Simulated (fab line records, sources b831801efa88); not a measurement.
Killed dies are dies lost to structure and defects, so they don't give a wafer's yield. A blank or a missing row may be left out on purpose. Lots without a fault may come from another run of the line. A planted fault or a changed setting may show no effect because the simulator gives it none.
fab line records | flow sky130
record lots=6 wafers=18 last_day=50
route steps=708 shown FIELD_ISO@25 NWELL@32 DNWELL@35 PAD_OPEN@708
lots that met no fault: from a run of the same line without faults
start_h: hours from the record's first day to the start of the lot's first wafer shown | wait_h: hours since the lot's step before | " the same as in the row above | L1.1+2: a row that stands for several wafers | - no value, or no start given | * or withheld: withheld | < > ~ a bound
route shown NAME@n: a module of which the file shows steps, and the number in the route of the first | usual: mean/standard deviation of fault-free wafers | same: alike in all rows | chamber/n: place in a boat | sites: the reading at each site | _std_site: their standard deviation | _edge_site: outer sites' mean less inner sites' | radius_mm: how far each site lies from the wafer's centre | mask NAME#n: copy n | behind: the tool/chamber that last shaped the wafer | hold: why the lot was held/for how many hours/how that ended | device: the transistor (n, p or np) that didn't switch | end of line: the same wafers' tests at the end of the route | a step without rows: its recipe alone | killed: dies lost to structure and defects at the first sort, not the wafer's yield | map: a wafer's dies, x killed, . not, _ none there
set.NAME: the setting as run; set.NAME@STEP: as run at that earlier step | model.NAME: the simulator's own value behind a step, which no gauge read
lots at some steps of the route; a table a step, a row a wafer
services: from which hour (start_h, from the record's first day; less than 0 if before it) a tool's chamber was out of use, for how many hours, and why
## steps
# step SKY_FIELD_ISO_CVD_24
# recipe material=SiO2 target_thk_nm=595 temp_c=650 sigma_open_frac=0.3 time_s=99.2 sih4_flow_sccm=60 pressure_mtorr=6
# step SKY_FIELD_ISO_THK_MEAS_25
# recipe reads=SiO2_of_FIELD_ISO_CVD_24
# usual FIELD_ISO_CVD_24_THK=599/5.7
# columns lot.wafer tool chamber start_h wait_h FIELD_ISO_CVD_24_THK[nm]
L873.2 film_metro-02 - 34.43 0.0 599
L873.5 " - " " 598
L873.6 " - " " 599
L880.1 film_metro-03 - 69.92 0.0 601
L880.2 " - " " 592
L880.5 " - " " 597
L893.2 film_metro-02 - 137.25 0.0 602
L893.3 " - " " 604
L893.5 " - " " 603
L894.1 film_metro-01 - 142.41 0.0 596
L894.3 " - " " 590
L894.4 " - " " 603
L895.2 film_metro-03 - 149.13 0.0 602
L895.5 " - " " 604
L895.6 " - " " 599
L896.1 film_metro-03 - 150.29 0.0 599
L896.3 " - " " 598
L896.6 " - " " 599
# step SKY_FIELD_ISO_ANNEAL_26
# recipe temp_c=1000 time_s=1800 ambient=N2
# step SKY_FIELD_ISO_CMP_27
# recipe stop_on=Si3N4 t_overpolish_s=16 down_force_psi=4 platen_rpm=60 target_thk_nm=457.8 pad_velocity_m_s=0.94248
# usual head_pressure_psi=3.999/0.0085 motor_current_A=11.8/0.97 overpolish_run_s=16.000/0.0093 time_to_endpoint_s=111/3
# columns lot.wafer tool chamber start_h wait_h head_pressure_psi motor_current_A overpolish_run_s time_to_endpoint_s
L873.2 cmp-02 3 36.07 0.0 4.006 10.0 16.009 108
L873.5 " 3 " " 4.011 10.2 15.995 111
L873.6 " 0 " " 3.996 12.3 16.012 111
L880.1 cmp-02 0 71.98 0.0 4.020 13.2 16.004 109
L880.2 " 3 " " 3.999 9.9 15.996 110
L880.5 " 0 " " 4.007 13.6 16.000 106
L893.3 cmp-01 3 138.90 0.1 3.994 11.5 16.003 110
L893.2 " 0 " " 4.004 11.2 16.003 110
L893.5 " 2 " " 3.996 11.5 16.009 114
L894.3 cmp-01 0 144.02 0.1 3.981 11.9 15.992 109
L894.4 " 1 " " 3.993 11.4 15.983 114
L894.1 " 2 " " 4.016 11.4 15.997 116
L895.2 cmp-01 3 151.66 0.0 4.011 11.3 15.993 115
L895.5 " 3 " " 4.001 11.2 16.015 116
L895.6 " 0 " " 3.996 12.0 16.004 110
L896.3 cmp-01 1 154.52 0.1 3.993 11.4 16.003 113
L896.1 " 2 " " 3.995 11.7 16.008 112
L896.6 " 1 " " 3.998 12.0 16.008 113
# step SKY_FIELD_ISO_WET_ETCH_28
# recipe chemistry=dHF target_depth_nm=23.7 target=SiO2 dilution=10:1 temp_c=25 time_s=47
# step SKY_FIELD_ISO_WET_ETCH_29
# recipe chemistry=H3PO4 target_depth_nm=160 target=Si3N4 temp_c=160 time_s=1825
# step SKY_FIELD_ISO_WET_ETCH_30
# recipe chemistry=dHF target_depth_nm=25 target=SiO2 dilution=10:1 temp_c=25 time_s=50
# step SKY_NWELL_CLEAN_00
# recipe chemistry=SC1/SC2 mix=1:4:20 temp_c=70 time_s=150 dry=n2_spin
# step SKY_NWELL_OXIDATION_01
# recipe temp_c=900 ambient=O2 stabilise_s=600 purge_s=300 target_thk_a=100 ox_time_s=1418
# step SKY_NWELL_THK_MEAS_02
# recipe reads=SiO2_of_NWELL_OXIDATION_01
# usual NWELL_OXIDATION_THK=9.97/0.2
# columns lot.wafer tool chamber start_h wait_h NWELL_OXIDATION_THK[nm]
L873.2 film_metro-01 - 38.97 0.0 9.74
L873.5 " - " " 9.56
L873.6 " - " " 9.65
L880.1 film_metro-01 - 77.13 0.0 9.78
L880.2 " - " " 9.63
L880.5 " - " " 9.74
L893.2 film_metro-02 - 141.11 0.0 10.14
L893.3 " - " " 10.19
L893.5 " - " " 10.20
L894.1 film_metro-01 - 147.81 0.0 10.03
L894.3 " - " " 9.91
L894.4 " - " " 9.77
L896.1 film_metro-04 - 158.64 0.0 9.99
L896.3 " - " " 9.92
L896.6 " - " " 9.77
L895.2 film_metro-02 - 158.65 0.0 10.02
L895.5 " - " " 10.22
L895.6 " - " " 9.98
# step SKY_DNWELL_DEHYDRATE_00
# recipe temp_c=200 time_s=60
# step SKY_DNWELL_HMDS_01
# recipe prime_time_s=60 prime_temp_c=120
# step SKY_DNWELL_COAT_02
# recipe spin_rpm=2000 resist_thk_nm=2942
# usual spin_speed_rpm=2000.1/1.2
# columns lot.wafer tool chamber start_h wait_h spin_speed_rpm model.coat_of_DNWELL_COAT_02.thk_nm
L873.2 litho_track-04 0 46.24 0.1 1999.2 2960
L873.5 " 0 " " 1999.4 2949
L873.6 " 0 " " 1998.7 2947
L880.1 litho_track-01 0 84.52 0.1 2000.7 2939
L880.2 " 0 " " 1998.9 2934
L880.5 " 0 " " 2000.1 2939
L893.2 litho_track-04 0 150.54 0.1 2001.6 2952
L893.3 " 0 " " 2000.2 2948
L893.5 " 0 " " 1999.4 2958
L894.1 litho_track-01 0 157.32 0.1 1815.5 3078
L894.3 " 0 " " 1815.4 3089
L894.4 " 0 " " 1814.7 3092
L896.1 litho_track-02 0 167.03 0.1 2002.1 2941
L896.3 " 0 " " 2001.3 2944
L896.6 " 0 " " 2000.8 2956
L895.2 litho_track-01 0 167.25 0.1 1813.6 3094
L895.5 " 0 " " 1814.6 3079
L895.6 " 0 " " 1815.0 3089
# step SKY_DNWELL_SOFTBAKE_03
# recipe temp_c=110 time_s=withheld
# step SKY_DNWELL_EXPOSE_04
# recipe mask_id=DNM na=0.57 target_cd_nm=3000 dose_mj=222
# step SKY_DNWELL_PEB_05
# recipe temp_c=115 time_s=withheld
# step SKY_DNWELL_DEVELOP_06
# recipe wall_angle_deg=90 developer=TMAH develop_time_s=60 dev_temp_c=23
# columns lot.wafer tool chamber start_h wait_h model.coat_of_DNWELL_COAT_02.thk_nm
L873.2 litho_track-02 0 - - 2956
L873.5 " 0 " " 2945
L873.6 " 0 " " 2942
L880.1+5 litho_track-04 0 - - 2935
L880.2 " 0 " " 2930
L893.2 litho_track-02 0 - - 2948
L893.3 " 0 " " 2944
L893.5 " 0 " " 2953
L894.1 litho_track-01 0 - - 3074
L894.3 " 0 " " 3084
L894.4 " 0 " " 3088
L896.1 litho_track-04 0 - - 2936
L896.3 " 0 " " 2940
L896.6 " 0 " " 2952
L895.2 litho_track-02 0 - - 3090
L895.5 " 0 " " 3075
L895.6 " 0 " " 3085
# step SKY_DNWELL_IMPLANT_07
# recipe species=P energy_kev=withheld dose_cm2=withheld tilt_deg=withheld
# step SKY_DNWELL_STRIP_08
# recipe chemistry=O2/N2 power_w=1400 pressure_mtorr=1500 platen_temp_c=withheld o2_flow_sccm=3000 n2_flow_sccm=300 overash_fraction=0.5
# usual chamber_pressure_mTorr=1499.9/1.5 drypump_motor_current_A=5.8/0.41 oes_product_au=0.722/0.0051 strip_time_to_endpoint_s=36.26/0.095
# columns lot.wafer tool chamber start_h wait_h chamber_pressure_mTorr drypump_motor_current_A oes_product_au rf_hours_counter_h strip_time_to_endpoint_s
L873.2 plasma_asher-02 0 53.78 0.1 1498.8 5.2 0.723 39 36.45
L873.5 " 1 " " 1501.5 6.1 0.719 - 36.36
L873.6 " 0 " " 1498.7 5.3 0.714 - 36.33
L880.1 plasma_asher-01 0 93.31 0.1 1499.0 6.5 0.725 39 36.24
L880.2 " 1 " " 1502.6 6.0 0.717 39 36.18
L880.5 " 0 " " 1499.1 6.5 0.720 - 36.22
L893.2 plasma_asher-02 1 161.08 0.1 1498.5 6.1 0.725 51 36.37
L893.3 " 0 " " 1498.2 5.2 0.720 - 36.33
L893.5 " 0 " " 1499.3 5.2 0.715 - 36.41
L894.1 plasma_asher-02 1 166.72 0.1 1499.0 6.1 0.715 51 37.78
L894.3 " 0 " " 1500.1 5.2 0.724 - 37.91
L894.4 " 1 " " 1499.7 6.1 0.728 - 37.96
L896.1 plasma_asher-02 0 177.56 0.1 1500.4 5.2 0.711 52 36.26
L896.3 " 0 " " 1500.3 5.2 0.730 - 36.29
L896.6 " 0 " " 1498.4 5.2 0.717 - 36.42
L895.2 plasma_asher-04 0 178.13 0.1 1501.2 5.9 0.720 6 38.00
L895.5 " 1 " " 1501.4 5.5 0.723 - 37.81
L895.6 " 0 " " 1502.8 5.9 0.720 - 37.93
# step SKY_DNWELL_TW_MEAS_09
# usual DNWELL_TW=1127/13
# columns lot.wafer tool chamber start_h wait_h DNWELL_TW
L873.2 film_metro-04 - 53.89 0.1 1141
L873.5 " - " " 1147
L873.6 " - " " 1138
L880.1 film_metro-01 - 93.41 0.1 1116
L880.2 " - " " 1124
L880.5 " - " " 1119
L893.2 film_metro-01 - 161.19 0.1 1120
L893.3 " - " " 1117
L893.5 " - " " 1117
L894.1 film_metro-04 - 166.82 0.1 1145
L894.3 " - " " 1145
L894.4 " - " " 1142
L896.1 film_metro-02 - 177.66 0.1 1115
L896.3 " - " " 1117
L896.6 " - " " 1118
L895.2 film_metro-04 - 178.24 0.1 1145
L895.5 " - " " 1144
L895.6 " - " " 1139
# step SKY_PAD_OPEN_PROBE_99
# usual killed_at_M0_to_M3=44/7.5 killed_at_M4_up=3.1/1.7 killed_at_contacts=24/6.2 killed_at_front_end=15/4.2 killed_at_other=0.4/0.58 killed_dies=85/10 killed_open=47/7.7 killed_short=38/6.4
# same gross_dies=492 killed_at_back_side=0
# columns lot.wafer tool chamber start_h wait_h killed_at_M0_to_M3 killed_at_M4_up killed_at_contacts killed_at_front_end killed_at_other killed_dies killed_open killed_short model.etest.res_deep_nwell.width_nm
L873.2 prober-01 - 1073.04 0.1 46 2 20 21 0 89 55 33 3009
L873.5 prober-01 - 1073.19 0.2 51 1 26 17 0 95 51 40 2996
L873.6 prober-01 - 1073.24 0.2 47 3 12 14 0 76 47 25 3010
L880.1 prober-01 - 1123.48 0.1 51 1 19 19 0 90 49 39 3010
L880.2 prober-01 - 1123.53 0.1 39 2 19 20 1 81 45 35 2998
L880.5 prober-01 - 1123.68 0.2 56 2 20 18 0 96 52 43 2993
L893.2 prober-01 - 1183.34 0.1 42 2 23 12 0 79 44 35 3000
L893.3 prober-01 - 1183.39 0.2 48 3 20 12 0 83 42 41 3010
L893.5 prober-01 - 1183.49 0.2 47 4 15 10 0 76 42 34 3012
L894.1 prober-02 - 1187.33 0.1 38 6 21 16 1 82 42 40 2987
L894.3 prober-02 - 1187.43 0.2 34 4 21 11 1 71 34 37 2969
L894.4 prober-02 - 1187.48 0.2 39 1 19 16 0 75 34 41 2974
L895.2 prober-01 - 1205.58 0.1 36 3 26 15 0 80 39 41 3010
L895.5 prober-01 - 1205.73 0.2 40 2 18 22 0 82 44 38 3001
L895.6 prober-01 - 1205.78 0.2 47 0 27 16 0 90 58 31 2996
L896.1 prober-01 - 1207.99 0.1 64 1 24 15 0 104 55 49 3004
L896.3 prober-01 - 1208.09 0.2 45 3 34 12 1 95 60 35 3008
L896.6 prober-01 - 1208.24 0.2 39 3 26 17 0 85 46 39 3014
# killed by level:class
L873.2 VIA1:geometric_particle:open=15 FIELD_ISO:geometric_particle:open=7 VIA3:geometric_particle:open=7 METAL1:geometric_particle:short=6 LI_CONTACT:geometric_particle:open=6 POLY_GATE:geometric_particle:open=5 CONTACT:geometric_particle:open=5 VIA3:geometric_particle:short=5
L873.5 CONTACT:geometric_particle:open=13 VIA3:geometric_particle:open=8 VIA1:geometric_particle:open=7 VIA2:geometric_particle:open=7 FIELD_ISO:geometric_particle:short=6 METAL1:geometric_particle:short=6 METAL2:geometric_particle:short=6 FIELD_ISO:geometric_particle:open=5
L873.6 VIA1:geometric_particle:open=16 VIA2:geometric_particle:open=8 VIA3:geometric_particle:short=6 FIELD_ISO:geometric_particle:open=4 LI_CONTACT:geometric_particle:open=4 VIA3:geometric_particle:open=4 CONTACT:geometric_particle:open=3 METAL1:geometric_particle:open=3
L880.1 VIA1:geometric_particle:open=15 METAL2:geometric_particle:short=12 LI_CONTACT:geometric_particle:open=9 CONTACT:geometric_particle:open=8 POLY_GATE:geometric_particle:short=6 VIA2:geometric_particle:open=6 SPACER:geometric_particle:short=4 METAL1:geometric_particle:open=4
L880.2 VIA1:geometric_particle:open=8 VIA2:geometric_particle:open=7 POLY_GATE:geometric_particle:open=5 CONTACT:geometric_particle:open=5 METAL1:geometric_particle:short=5 VIA1:geometric_particle:short=5 FIELD_ISO:geometric_particle:open=4 POLY_GATE:geometric_particle:short=4
L880.5 VIA1:geometric_particle:open=13 VIA1:geometric_particle:short=11 POLY_GATE:geometric_particle:open=7 VIA3:geometric_particle:open=7 LI_CONTACT:geometric_particle:open=6 METAL2:geometric_particle:short=6 VIA2:geometric_particle:open=6 LOCAL_INTERCONNECT:geometric_particle:short=5
L893.2 VIA1:geometric_particle:open=9 VIA2:geometric_particle:open=8 CONTACT:geometric_particle:open=7 FIELD_ISO:geometric_particle:open=6 LI_CONTACT:geometric_particle:open=5 LOCAL_INTERCONNECT:geometric_particle:short=5 METAL1:geometric_particle:short=5 METAL2:geometric_particle:short=5
L893.3 VIA1:geometric_particle:open=14 LOCAL_INTERCONNECT:geometric_particle:short=8 METAL1:geometric_particle:short=8 CONTACT:geometric_particle:open=7 VIA1:geometric_particle:short=6 FIELD_ISO:geometric_particle:open=5 VIA2:geometric_particle:open=5 VIA3:geometric_particle:short=5
L893.5 VIA1:geometric_particle:open=15 METAL2:geometric_particle:short=6 VIA1:geometric_particle:short=5 CONTACT:geometric_particle:open=4 LI_CONTACT:geometric_particle:open=4 METAL1:geometric_particle:short=4 VIA2:geometric_particle:open=4 SPACER:geometric_particle:open=3
L894.1 VIA1:geometric_particle:open=11 CONTACT:geometric_particle:open=8 FIELD_ISO:geometric_particle:open=6 METAL1:geometric_particle:short=5 VIA1:geometric_particle:short=5 METAL3:geometric_particle:short=5 FIELD_ISO:geometric_particle:short=4 LI_CONTACT:geometric_particle:open=4
L894.3 VIA1:geometric_particle:open=9 VIA3:geometric_particle:open=8 LI_CONTACT:geometric_particle:open=7 CONTACT:geometric_particle:short=6 METAL2:geometric_particle:short=5 METAL3:geometric_particle:short=4 FIELD_ISO:geometric_particle:short=3 VIA1:geometric_particle:short=3
L894.4 CONTACT:geometric_particle:open=10 METAL2:geometric_particle:short=7 VIA1:geometric_particle:open=7 VIA1:geometric_particle:short=7 POLY_GATE:geometric_particle:short=6 METAL1:geometric_particle:short=6 LI_CONTACT:geometric_particle:open=5 VIA3:geometric_particle:open=5
L895.2 CONTACT:geometric_particle:open=8 VIA1:geometric_particle:open=7 LOCAL_INTERCONNECT:geometric_particle:short=6 VIA3:geometric_particle:open=6 FIELD_ISO:geometric_particle:short=5 CONTACT:geometric_particle:short=5 VIA1:geometric_particle:short=5 METAL2:geometric_particle:short=5
L895.5 VIA1:geometric_particle:open=11 VIA3:geometric_particle:open=8 POLY_GATE:geometric_particle:short=7 CONTACT:geometric_particle:open=7 FIELD_ISO:geometric_particle:short=5 METAL2:geometric_particle:short=5 LI_CONTACT:geometric_particle:open=4 METAL1:geometric_particle:short=4
L895.6 VIA1:geometric_particle:open=17 VIA2:geometric_particle:open=11 CONTACT:geometric_particle:open=10 VIA3:geometric_particle:open=6 FIELD_ISO:geometric_particle:open=5 LI_CONTACT:geometric_particle:open=5 CONTACT:geometric_particle:short=5 METAL1:geometric_particle:short=5
L896.1 VIA1:geometric_particle:open=11 VIA3:geometric_particle:open=10 VIA2:geometric_particle:open=9 METAL2:geometric_particle:short=9 LI_CONTACT:geometric_particle:open=8 CONTACT:geometric_particle:open=6 METAL1:geometric_particle:short=6 POLY_GATE:geometric_particle:short=5
L896.3 CONTACT:geometric_particle:open=20 VIA1:geometric_particle:open=10 VIA2:geometric_particle:open=10 LI_CONTACT:geometric_particle:open=6 METAL1:geometric_particle:short=5 VIA3:geometric_particle:open=5 POLY_GATE:geometric_particle:short=4 CONTACT:geometric_particle:short=4
L896.6 CONTACT:geometric_particle:open=13 VIA1:geometric_particle:open=9 VIA3:geometric_particle:open=8 POLY_GATE:geometric_particle:short=6 POLY_GATE:geometric_particle:open=5 VIA2:geometric_particle:open=5 CONTACT:geometric_particle:short=5 FIELD_ISO:geometric_particle:short=4
## services
# columns tool chamber start_h hours kind
plasma_asher-04 - 21.71 2.8 pm
plasma_asher-02 - 27.48 2.8 pm
cmp-01 - 42.45 0.9 repair
cmp-01 - 64.17 4.0 pm
cmp-01 - 68.17 - consumable_replace:conditioner
cmp-01 - 68.17 - consumable_replace:pad
plasma_asher-02 - 69.87 3.5 repair
plasma_asher-01 - 86.72 2.8 pm
litho_track-01 - 90.31 - consumable_replace:filter
cmp-02 - 104.83 5.3 pm
plasma_asher-04 - 108.75 9.0 pm
plasma_asher-04 0 108.75 9.0 vent_cycle
plasma_asher-04 1 108.75 9.0 vent_cycle
cmp-02 - 110.12 6.2 pm
plasma_asher-02 - 110.65 5.4 repair
plasma_asher-04 0 117.75 - clean
plasma_asher-04 1 117.75 - clean
litho_track-04 - 132.15 - consumable_replace:filter
cmp-02 - 138.19 1.1 repair
cmp-01 - 154.94 8.6 repair
cmp-02 - 169.07 1.0 repair
cmp-01 - 176.45 0.7 repair
## key
first_sign step=SKY_DNWELL_COAT_02 reading=spin_speed_rpm direction=down sigmas=99+ usual=2000.1 struck=1814.8
effect step=SKY_DNWELL_STRIP_08 reading=strip_time_to_endpoint_s direction=up sigmas=17 usual=* struck=*
model_effect step=SKY_DNWELL_COAT_02 value=coat_of_DNWELL_COAT_02.thk_nm without=2940 struck=3087
model_effect step=SKY_DNWELL_DEVELOP_06 value=coat_of_DNWELL_COAT_02.thk_nm without=2936 struck=3083
model_effect step=SKY_PAD_OPEN_PROBE_99 value=etest.res_deep_nwell.width_nm without=3005 struck=2990
met_at SKY_DNWELL_COAT_02
struck_wafers L894.1,L894.3,L894.4,L895.2,L895.5,L895.6
tester_left_out L894,L895
onset_between 84.52 157.32
fault kind=process_parameter_drift tool=litho_track-01 chamber=- onset_h=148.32 steps=SKY_DNWELL_COAT_02 channel=spin_rpm offset=-185.86 shape=step end_h=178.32 acts_in=these_recipes_only stated=2000
# tester_left_out: of these lots the tester's yield and bins aren't shown, on N5 and GAA mostly nor the transistor test; their killed dies are dies lost to structure and defects alone, not to doping, threshold or leakage, so they don't give the yield
